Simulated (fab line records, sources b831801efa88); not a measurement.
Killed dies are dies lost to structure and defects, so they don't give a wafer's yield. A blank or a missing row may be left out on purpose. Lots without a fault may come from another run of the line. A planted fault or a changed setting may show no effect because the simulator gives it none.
fab line records | flow sky130 | part 1 of 2: steps 1 to 22 of 31
record lots=5 wafers=15 last_day=50
route steps=708 shown METAL4@624 VIA4@639
lots that met no fault: from a run of the same line without faults
start_h: hours from the record's first day to the start of the lot's first wafer shown | wait_h: hours since the lot's step before | " the same as in the row above | L1.1+2: a row that stands for several wafers | - no value, or no start given | * or withheld: withheld | < > ~ a bound
route shown NAME@n: a module of which the file shows steps, and the number in the route of the first | usual: mean/standard deviation of fault-free wafers | same: alike in all rows | chamber/n: place in a boat | sites: the reading at each site | _std_site: their standard deviation | _edge_site: outer sites' mean less inner sites' | radius_mm: how far each site lies from the wafer's centre | mask NAME#n: copy n | behind: the tool/chamber that last shaped the wafer | hold: why the lot was held/for how many hours/how that ended | device: the transistor (n, p or np) that didn't switch | end of line: the same wafers' tests at the end of the route | a step without rows: its recipe alone | killed: dies lost to structure and defects at the first sort, not the wafer's yield | map: a wafer's dies, x killed, . not, _ none there
set.NAME: the setting as run; set.NAME@STEP: as run at that earlier step | model.NAME: the simulator's own value behind a step, which no gauge read
lots at some steps of the route; a table a step, a row a wafer
services: from which hour (start_h, from the record's first day; less than 0 if before it) a tool's chamber was out of use, for how many hours, and why
## steps
# step SKY_METAL4_COAT_08
# recipe resist=KrF-thick spin_rpm=3000 resist_thk_nm=1140
# usual chill_plate_temp_C=23.04/0.085 exhaust_pa=44.9/0.94
# columns lot.wafer tool chamber start_h wait_h chill_plate_temp_C exhaust_pa
L077.3 litho_track-03 0 - - 23.05 45.5
L077.4 " 0 " " 23.11 45.8
L077.6 " 0 " " 23.06 44.4
L080.1 litho_track-03 0 - - 22.98 44.6
L080.5 " 0 " " 23.07 44.9
L080.6 " 0 " " 22.95 44.5
L082.3 litho_track-03 0 - - 23.18 44.4
L082.5 " 0 " " 23.15 45.7
L082.6 " 0 " " 23.10 46.1
L091.1 litho_track-02 0 - - 23.03 43.5
L091.3 " 0 " " 23.01 43.8
L091.6 " 0 " " 23.18 45.3
L097.1 litho_track-02 0 - - 23.01 44.8
L097.3 " 0 " " 22.93 45.2
L097.4 " 0 " " 23.11 46.1
# step SKY_METAL4_SOFTBAKE_09
# recipe temp_c=100 time_s=90 resist=KrF-thick
# usual chill_plate_temp_C=22.98/0.099 exhaust_pa=44.9/0.83 plate_temp_C=99.98/0.12
# same time_s=90
# columns lot.wafer tool chamber start_h wait_h chill_plate_temp_C exhaust_pa plate_temp_C
L077.3 litho_track-03 0 - - 22.91 45.4 99.81
L077.4 " 0 " " 22.98 45.2 99.87
L077.6 " 0 " " 23.00 45.2 100.12
L080.1 litho_track-03 0 - - 23.02 43.5 100.00
L080.5 " 0 " " 23.06 43.2 99.99
L080.6 " 0 " " 22.97 43.5 100.01
L082.3 litho_track-03 0 - - 22.96 43.6 100.02
L082.5 " 0 " " 22.94 45.3 100.02
L082.6 " 0 " " 22.96 44.7 99.98
L091.1 litho_track-02 0 - - 23.04 45.0 99.99
L091.3 " 0 " " 22.95 45.5 99.94
L091.6 " 0 " " 22.91 45.7 99.91
L097.1 litho_track-02 0 - - 22.96 45.0 99.84
L097.3 " 0 " " 23.04 44.4 99.95
L097.4 " 0 " " 23.06 44.3 99.93
# step SKY_METAL4_EXPOSE_10
# recipe mask_id=MM4 na=0.68 source_shape=annular sigma_inner=0.4 sigma_outer=0.8 target_cd_nm=300 dose_mj=28
# usual exposure_dose_mJ_cm2=27.995/0.027
# columns lot.wafer tool chamber start_h wait_h mask exposure_dose_mJ_cm2
L077.3 krf_scanner-02 0 - - MM4#0 28.009
L077.4 " 0 " " MM4#0 27.990
L077.6 " 0 " " MM4#0 27.974
L080.1 krf_scanner-02 0 - - MM4#0 27.956
L080.5 " 0 " " MM4#0 27.992
L080.6 " 0 " " MM4#0 27.992
L082.3 krf_scanner-02 0 - - MM4#0 27.962
L082.5 " 0 " " MM4#0 27.995
L082.6 " 0 " " MM4#0 27.953
L091.1 krf_scanner-02 0 - - MM4#0 27.996
L091.3 " 0 " " MM4#0 28.005
L091.6 " 0 " " MM4#0 27.980
L097.1 krf_scanner-01 0 - - MM4#0 28.009
L097.3 " 0 " " MM4#0 28.043
L097.4 " 0 " " MM4#0 28.023
# step SKY_METAL4_PEB_11
# recipe peb_temp_c=withheld peb_time_s=withheld resist=KrF-thick
# usual chill_plate_temp_C=* exhaust_pa=45.0/0.83
# columns lot.wafer tool chamber start_h wait_h chill_plate_temp_C exhaust_pa
L077.3 litho_track-03 0 - - * 45.1
L077.4 " 0 " " * 46.4
L077.6 " 0 " " * 44.5
L080.1 litho_track-03 0 - - * 44.0
L080.5 " 0 " " * 43.8
L080.6 " 0 " " * 45.5
L082.3 litho_track-03 0 - - * 43.6
L082.5 " 0 " " * 44.1
L082.6 " 0 " " * 44.3
L091.1 litho_track-02 0 - - * 45.0
L091.3 " 0 " " * 45.5
L091.6 " 0 " " * 46.0
L097.1 litho_track-03 0 - - * 45.6
L097.3 " 0 " " * 45.9
L097.4 " 0 " " * 45.1
# step SKY_METAL4_DEVELOP_12
# recipe develop_time_s=60 resist=KrF-thick dev_temp_c=21
# usual chill_plate_temp_C=23.00/0.097 exhaust_pa=45.0/0.95
# columns lot.wafer tool chamber start_h wait_h chill_plate_temp_C exhaust_pa
L077.3 litho_track-03 0 - - 23.06 45.4
L077.4 " 0 " " 23.07 44.6
L077.6 " 0 " " 22.82 45.5
L080.1 litho_track-03 0 - - 23.03 46.0
L080.5 " 0 " " 22.87 45.3
L080.6 " 0 " " 22.99 45.2
L082.3 litho_track-03 0 - - 22.92 46.6
L082.5 " 0 " " 22.97 45.0
L082.6 " 0 " " 22.92 45.7
L091.1 litho_track-02 0 - - 23.02 45.4
L091.3 " 0 " " 23.19 46.6
L091.6 " 0 " " 23.19 46.1
L097.1 litho_track-03 0 - - 23.07 44.4
L097.3 " 0 " " 23.08 46.0
L097.4 " 0 " " 23.08 45.0
# step SKY_METAL4_CD_MEAS_13
# recipe target_cd_nm=300
# usual cd_nm=300.2/1.6
# columns lot.wafer tool chamber start_h wait_h cd_nm
L077.3 cd_sem-01 - 993.05 - 296.6
L077.4 " - " " 297.0
L077.6 " - " " 297.6
L080.1 cd_sem-02 - 1030.91 - 300.8
L080.5 " - " " 300.5
L080.6 " - " " 300.3
L082.3 cd_sem-01 - 1034.10 - 302.3
L082.5 " - " " 301.8
L082.6 " - " " 300.7
L091.1 cd_sem-02 - 1095.80 - 301.7
L091.3 " - " " 300.6
L091.6 " - " " 298.4
L097.1 cd_sem-02 - 1122.96 - 303.0
L097.3 " - " " 301.8
L097.4 " - " " 302.3
# step SKY_METAL4_OVL_MEAS_14
# usual METAL4_OVL=0/5
# columns lot.wafer tool chamber start_h wait_h METAL4_OVL[nm]
L077.3 overlay-02 - 993.14 0.1 -2
L077.4 " - " " -4
L077.6 " - " " -1
L080.1 overlay-01 - 1031.03 0.1 1
L080.5 " - " " 1
L080.6 " - " " -3
L082.3 overlay-01 - 1034.19 0.1 -10
L082.5 " - " " -4
L082.6 " - " " -3
L091.1 overlay-02 - 1095.92 0.1 -2
L091.3 " - " " -3
L091.6 " - " " 10
L097.1 overlay-02 - 1123.08 0.1 -4
L097.3 " - " " 4
L097.4 " - " " -2
# step SKY_METAL4_DESCUM_15
# recipe chemistry=O2 source_power_w=150 bias_power_w=0 pressure_mtorr=10 temp_c=40 time_s=8
# usual chamber_pressure_mTorr=10.000/0.0098 drypump_motor_current_A=5.6/0.34 oes_product_au=0.999/0.0057
# same time_s=8
# columns lot.wafer tool chamber start_h wait_h chamber_pressure_mTorr drypump_motor_current_A oes_product_au rf_hours_counter_h
L077.3 rie_metal-02 1 993.18 0.0 9.994 5.7 0.999 -
L077.4 " 0 " " 9.989 5.3 1.000 -
L077.6 " 0 " " 9.997 5.4 1.003 -
L080.1 rie_metal-03 0 1031.07 0.0 9.993 5.8 1.003 10
L080.5 " 1 " " 9.998 5.7 0.995 -
L080.6 " 0 " " 9.989 5.8 0.993 -
L082.3 rie_metal-04 0 1034.23 0.0 9.981 6.3 0.995 -
L082.5 " 0 " " 10.004 6.3 1.006 -
L082.6 " 1 " " 9.990 5.2 1.000 -
L091.1 rie_metal-04 0 1095.96 0.0 10.009 6.3 1.007 16
L091.3 " 1 " " 9.997 5.2 0.995 -
L091.6 " 1 " " 10.003 5.2 0.990 -
L097.1 rie_metal-04 0 1123.12 0.0 9.998 6.3 0.992 19
L097.3 " 0 " " 9.999 6.3 0.992 -
L097.4 " 1 " " 9.989 5.2 0.992 -
# step SKY_METAL4_ETCH_16
# recipe chemistry=N2/H2 target=BARC ion_energy_ev=200 bias_w=100 pressure_mtorr=30 n2_flow_sccm=100 h2_flow_sccm=200 icp_w=500 stop_on=SiO2 time_s=88.2 target_depth_a=600
# usual chamber_pressure_mTorr=30.001/0.027 drypump_motor_current_A=5.6/0.34 oes_product_au=0.626/0.0047 throttle_valve_pct=13.205/0.0094
# same time_s=88.2
# columns lot.wafer tool chamber start_h wait_h chamber_pressure_mTorr drypump_motor_current_A oes_product_au rf_hours_counter_h throttle_valve_pct
L077.3 rie_metal-02 1 993.23 0.0 29.943 5.7 0.628 - 13.223
L077.4 " 0 " " 29.964 5.4 0.621 - 13.203
L077.6 " 0 " " 30.031 5.3 0.634 - 13.205
L080.1 rie_metal-03 0 1031.10 0.0 29.983 5.8 0.629 10 13.183
L080.5 " 1 " " 29.996 5.7 0.621 - 13.198
L080.6 " 0 " " 30.061 5.8 0.622 - 13.210
L082.3 rie_metal-04 0 1034.28 0.0 29.950 6.3 0.623 - 13.198
L082.5 " 0 " " 29.996 6.3 0.626 - 13.212
L082.6 " 1 " " 30.000 5.2 0.629 - 13.204
L091.1 rie_metal-04 0 1095.99 0.0 30.010 6.3 0.628 16 13.200
L091.3 " 1 " " 29.987 5.2 0.629 - 13.204
L091.6 " 1 " " 30.036 5.2 0.618 - 13.205
L097.1 rie_metal-04 0 1123.15 0.0 30.044 6.3 0.624 19 13.209
L097.3 " 0 " " 30.003 6.3 0.631 - 13.206
L097.4 " 1 " " 29.979 5.2 0.629 - 13.197
# step SKY_METAL4_ETCH_17
# recipe target=SiO2 stop_on=TiN chemistry=C4F8/O2/Ar source_w=1500 bias_w=1200 pressure_mtorr=40 c4f8_flow_sccm=withheld O2_flow_sccm=6 Ar_flow_sccm=300 time_s=3.9 target_depth_a=150
# usual chamber_pressure_mTorr=40.00/0.036 oes_product_au=0.755/0.0067
# same time_s=3.9
# columns lot.wafer tool chamber start_h wait_h chamber_pressure_mTorr oes_product_au rf_hours_counter_h
L077.3 rie_diel-04 2 993.30 0.0 40.04 0.755 13
L077.4 " 1 " " 40.03 0.770 11
L077.6 " 0 " " 39.98 0.756 -
L080.1 rie_diel-02 0 1031.20 0.1 39.99 0.753 22
L080.5 " 0 " " 40.01 0.763 -
L080.6 " 1 " " 39.98 0.754 -
L082.3 rie_diel-01 0 1034.35 0.0 39.99 0.762 0
L082.5 " 3 " " 40.07 0.753 -
L082.6 " 2 " " 40.01 0.763 -
L091.1 rie_diel-01 2 1096.09 0.1 39.94 0.759 8
L091.3 " 0 " " 40.04 0.760 2
L091.6 " 0 " " 40.02 0.766 -
L097.1 rie_diel-01 2 1123.25 0.1 39.98 0.747 9
L097.3 " 1 " " 40.06 0.762 16
L097.4 " 3 " " 40.03 0.754 12
# step SKY_METAL4_METAL_ETCH_18
# recipe target_depth_a=8450 stop_on=SiO2 over_etch_frac=0.3 time_s=183.1 chemistry=Cl2/BCl3 resist_sidewall_deg=88 pressure_mtorr=10 icp_w=900 bias_w=48.5 Cl2_flow_sccm=60 bcl3_flow_sccm=30
# usual chamber_pressure_mTorr=10.000/0.0082 drypump_motor_current_A=5.7/0.38 oes_product_au=0.865/0.0058 throttle_valve_pct=22.265/0.008
# same time_s=183.1
# columns lot.wafer tool chamber start_h wait_h chamber_pressure_mTorr drypump_motor_current_A oes_product_au rf_hours_counter_h throttle_valve_pct
L077.3 rie_metal-03 1 993.37 0.1 10.010 5.7 0.869 - 22.251
L077.4 " 0 " " 9.998 5.7 0.871 - 22.257
L077.6 " 1 " " 10.011 5.7 0.862 - 22.268
L080.1 rie_metal-02 0 1031.22 0.0 10.012 5.4 0.865 7 22.264
L080.5 " 1 " " 9.999 5.7 0.861 - 22.257
L080.6 " 0 " " 10.006 5.3 0.860 - 22.273
L082.3 rie_metal-03 0 1034.42 0.1 9.992 5.8 0.859 - 22.261
L082.5 " 1 " " 10.002 5.7 0.867 - 22.275
L082.6 " 0 " " 9.982 5.8 0.864 - 22.265
L091.1 rie_metal-02 0 1096.11 0.0 9.999 5.4 0.856 12 22.265
L091.3 " 0 " " 9.997 5.4 0.864 - 22.265
L091.6 " 0 " " 10.013 5.4 0.870 - 22.268
L097.1 rie_metal-02 0 1123.27 0.0 9.984 5.4 0.869 15 22.285
L097.3 " 1 " " 10.005 5.7 0.858 - 22.266
L097.4 " 0 " " 10.023 5.4 0.872 - 22.268
# step SKY_METAL4_STRIP_19
# recipe chemistry=O2/N2 power_w=1400 pressure_mtorr=1500 platen_temp_c=withheld o2_flow_sccm=3000 n2_flow_sccm=300 overash_fraction=0.5
# usual chamber_pressure_mTorr=1500.2/1.2 drypump_motor_current_A=5.8/0.62 oes_product_au=0.502/0.0052 strip_time_to_endpoint_s=6.52/0.054
# columns lot.wafer tool chamber start_h wait_h chamber_pressure_mTorr drypump_motor_current_A oes_product_au rf_hours_counter_h strip_time_to_endpoint_s
L077.3 plasma_asher-01 1 993.53 0.1 1497.1 4.8 0.500 - 6.45
L077.4 " 0 " " 1499.4 5.8 0.504 - 6.41
L077.6 " 0 " " 1500.0 5.8 0.493 - 6.44
L080.1 plasma_asher-03 1 1031.39 0.1 1501.0 6.0 0.497 27 6.49
L080.5 " 1 " " 1499.4 6.0 0.495 - 6.51
L080.6 " 0 " " 1499.7 6.1 0.506 - 6.47
L082.3 plasma_asher-01 1 1034.58 0.1 1499.8 4.8 0.498 - 6.49
L082.5 " 1 " " 1499.6 4.8 0.503 - 6.47
L082.6 " 0 " " 1498.4 5.8 0.500 - 6.46
L091.1 plasma_asher-03 1 1096.46 0.3 1500.5 6.0 0.503 33 6.53
L091.3 " 1 " " 1498.7 6.0 0.501 - 6.53
L091.6 " 0 " " 1499.5 6.1 0.505 - 6.52
L097.1 plasma_asher-01 1 1123.44 0.1 1499.3 4.8 0.505 95 6.56
L097.3 " 0 " " 1499.9 5.7 0.499 - 6.54
L097.4 " 1 " " 1500.4 4.8 0.502 - 6.52
# step SKY_METAL4_STRIP_20
# recipe chemistry=post_etch_residue_remover time_s=1200 temp_c=72.5
# same time_s=1200
# columns lot.wafer tool chamber start_h wait_h
L077.3+4+6 wet_bench-04 3 993.59 0.0
L080.1+5+6 wet_bench-01 0 1031.49 0.1
L082.3+5+6 wet_bench-01 1 1034.64 0.0
L091.1+3+6 wet_bench-04 2 1096.60 0.1
L097.1+3+4 wet_bench-01 1 1123.54 0.1
# step SKY_METAL4_CLEAN_21
# recipe chemistry=IPA time_s=180 temp_c=25
# same time_s=180
# columns lot.wafer tool chamber start_h wait_h
L077.3+4+6 wet_bench-02 3 994.00 0.0
L080.1+5+6 wet_bench-04 2 1031.83 0.0
L082.3+5+6 wet_bench-01 1 1034.98 0.0
L091.1+3+6 wet_bench-02 3 1096.95 0.0
L097.1+3+4 wet_bench-01 1 1123.92 0.0
# step SKY_METAL4_CLEAN_22
# recipe chemistry=O3/DIW dry=n2_spin
# columns lot.wafer tool chamber start_h wait_h
L077.3+4+6 wet_bench-01 2 994.06 0.0
L080.1+5+6 wet_bench-01 3 1031.90 0.0
L082.3+5+6 wet_bench-01 2 1035.04 0.0
L091.1+3+6 wet_bench-02 1 1097.01 0.0
L097.1+3+4 wet_bench-01 0 1123.98 0.0
# step SKY_VIA4_HDPCVD_00
# recipe material=SiO2 target_thk_nm=1750 sigma_open_frac=0.3 time_s=291.7 temp_c=400 sih4_flow_sccm=60 pressure_mtorr=6
# same time_s=291.7
# columns lot.wafer tool chamber start_h wait_h
L077.3+4+6 hdpcvd-02 2,2,1 994.16 0.0
L080.1+5+6 hdpcvd-01 2,1,0 1031.99 0.0
L082.3+5+6 hdpcvd-01 2,0,1 1035.13 0.0
L091.1+3+6 hdpcvd-02 0,1,2 1097.11 0.0
L097.1+3+4 hdpcvd-02 2,0,1 1124.08 0.0
# step SKY_VIA4_THK_MEAS_01
# recipe reads=SiO2_of_VIA4_HDPCVD_00
# usual VIA4_HDPCVD_THK=1756/14
# columns lot.wafer tool chamber start_h wait_h VIA4_HDPCVD_THK[nm]
L077.3 film_metro-02 - 994.36 0.1 1744
L077.4 " - " " 1725
L077.6 " - " " 1763
L080.1 film_metro-03 - 1032.17 0.1 1746
L080.5 " - " " 1747
L080.6 " - " " 1720
L082.3 film_metro-04 - 1035.33 0.1 1756
L082.5 " - " " 1751
L082.6 " - " " 1762
L091.1 film_metro-03 - 1097.39 0.2 1769
L091.3 " - " " 1762
L091.6 " - " " 1757
L097.1 film_metro-03 - 1124.26 0.1 1776
L097.3 " - " " 1779
L097.4 " - " " 1755
# step SKY_VIA4_CMP_02
# recipe material=SiO2 down_force_psi=4 platen_rpm=60 pad_velocity_m_s=0.94248
# usual motor_current_A=12.1/1.2 slurry_flow_ml_min=150.0/0.44
# columns lot.wafer tool chamber start_h wait_h motor_current_A slurry_flow_ml_min
L077.3 cmp-02 0 994.45 0.1 10.1 150.3
L077.4 " 1 " " 11.4 149.6
L077.6 " 3 " " 13.5 150.1
L080.1 cmp-02 0 1032.33 0.1 10.2 150.4
L080.5 " 2 " " 12.3 149.8
L080.6 " 3 " " 13.6 150.2
L082.3 cmp-02 3 1035.52 0.2 13.6 150.1
L082.5 " 0 " " 9.6 149.8
L082.6 " 1 " " 11.2 150.4
L091.1 cmp-01 0 1097.74 0.3 10.7 149.9
L091.3 " 2 " " 13.7 149.9
L091.6 " 0 " " 11.0 149.4
L097.3 cmp-01 2 1124.32 0.0 13.7 149.5
L097.1 " 0 " " 10.9 149.9
L097.4 " 1 " " 11.8 150.5
# step SKY_VIA4_BOW_MEAS_03
# recipe mode=bow
# usual VIA4_BOW=77/8.8
# columns lot.wafer tool chamber start_h wait_h VIA4_BOW[um]
L077.3 film_metro-04 - 994.74 0.2 69
L077.4 " - " " 77
L077.6 " - " " 76
L080.1 film_metro-04 - 1032.53 0.1 62
L080.5 " - " " 59
L080.6 " - " " 61
L082.3 film_metro-02 - 1035.71 0.1 75
L082.5 " - " " 75
L082.6 " - " " 84
L091.1 film_metro-02 - 1098.03 0.2 94
L091.3 " - " " 90
L091.6 " - " " 86
L097.1 film_metro-02 - 1124.62 0.1 87
L097.3 " - " " 83
L097.4 " - " " 78
# step SKY_VIA4_DEHYDRATE_04
# recipe temp_c=200 time_s=60
# usual chill_plate_temp_C=23.03/0.1 exhaust_pa=45.0/0.88 plate_temp_C=199.98/0.15
# same time_s=60
# columns lot.wafer tool chamber start_h wait_h chill_plate_temp_C exhaust_pa plate_temp_C
L077.3 litho_track-01 0 1006.10 11.3 23.09 45.5 199.99
L077.4 " 0 " " 23.03 46.6 200.12
L077.6 " 0 " " 23.17 45.9 199.78
L080.1 litho_track-04 0 1042.90 10.4 23.04 44.7 200.11
L080.5 " 0 " " 23.10 44.4 200.00
L080.6 " 0 " " 23.18 44.8 200.13
L082.3 litho_track-01 0 1046.65 10.9 22.99 45.2 200.07
L082.5 " 0 " " 23.03 45.3 200.07
L082.6 " 0 " " 23.00 45.1 200.15
L091.1 litho_track-03 0 1106.41 8.4 22.90 44.2 200.35
L091.3 " 0 " " 22.98 44.5 200.18
L091.6 " 0 " " 22.92 44.3 199.97
L097.1 litho_track-04 0 1133.75 9.1 22.95 45.5 200.29
L097.3 " 0 " " 22.83 45.1 200.12
L097.4 " 0 " " 23.04 45.6 200.18
# step SKY_VIA4_HMDS_05
# recipe prime_time_s=60 prime_temp_c=120
# usual chill_plate_temp_C=22.98/0.11 exhaust_pa=44.8/0.86
# columns lot.wafer tool chamber start_h wait_h chill_plate_temp_C exhaust_pa
L077.3 litho_track-01 0 1006.25 0.1 23.03 45.7
L077.4 " 0 " " 23.11 44.2
L077.6 " 0 " " 23.00 43.8
L080.1 litho_track-04 0 1043.05 0.1 23.14 43.2
L080.5 " 0 " " 23.12 45.4
L080.6 " 0 " " 23.10 43.2
L082.3 litho_track-01 0 1046.80 0.1 22.88 44.5
L082.5 " 0 " " 22.96 44.2
L082.6 " 0 " " 22.82 44.5
L091.1 litho_track-03 0 1106.56 0.1 23.04 45.5
L091.3 " 0 " " 23.12 45.4
L091.6 " 0 " " 23.11 45.5
L097.1 litho_track-04 0 1133.90 0.1 23.13 46.3
L097.3 " 0 " " 23.14 45.2
L097.4 " 0 " " 23.04 45.4
# step SKY_VIA4_COAT_06
# recipe resist=NOVOLAK spin_rpm=3000 resist_thk_nm=1140
# usual chill_plate_temp_C=23.01/0.099 exhaust_pa=44.9/0.8
# columns lot.wafer tool chamber start_h wait_h chill_plate_temp_C exhaust_pa
L077.3 litho_track-01 0 1006.40 0.1 22.93 45.1
L077.4 " 0 " " 22.88 44.4
L077.6 " 0 " " 22.90 45.1
L080.1 litho_track-04 0 1043.20 0.1 22.97 43.8
L080.5 " 0 " " 23.00 44.6
L080.6 " 0 " " 22.92 43.2
L082.3 litho_track-01 0 1046.95 0.1 23.05 45.4
L082.5 " 0 " " 23.11 45.0
L082.6 " 0 " " 23.06 45.6
L091.1 litho_track-03 0 1106.71 0.1 23.14 43.1
L091.3 " 0 " " 23.05 45.9
L091.6 " 0 " " 23.05 44.7
L097.1 litho_track-04 0 1134.05 0.1 23.10 44.5
L097.3 " 0 " " 23.00 44.1
L097.4 " 0 " " 23.07 45.2
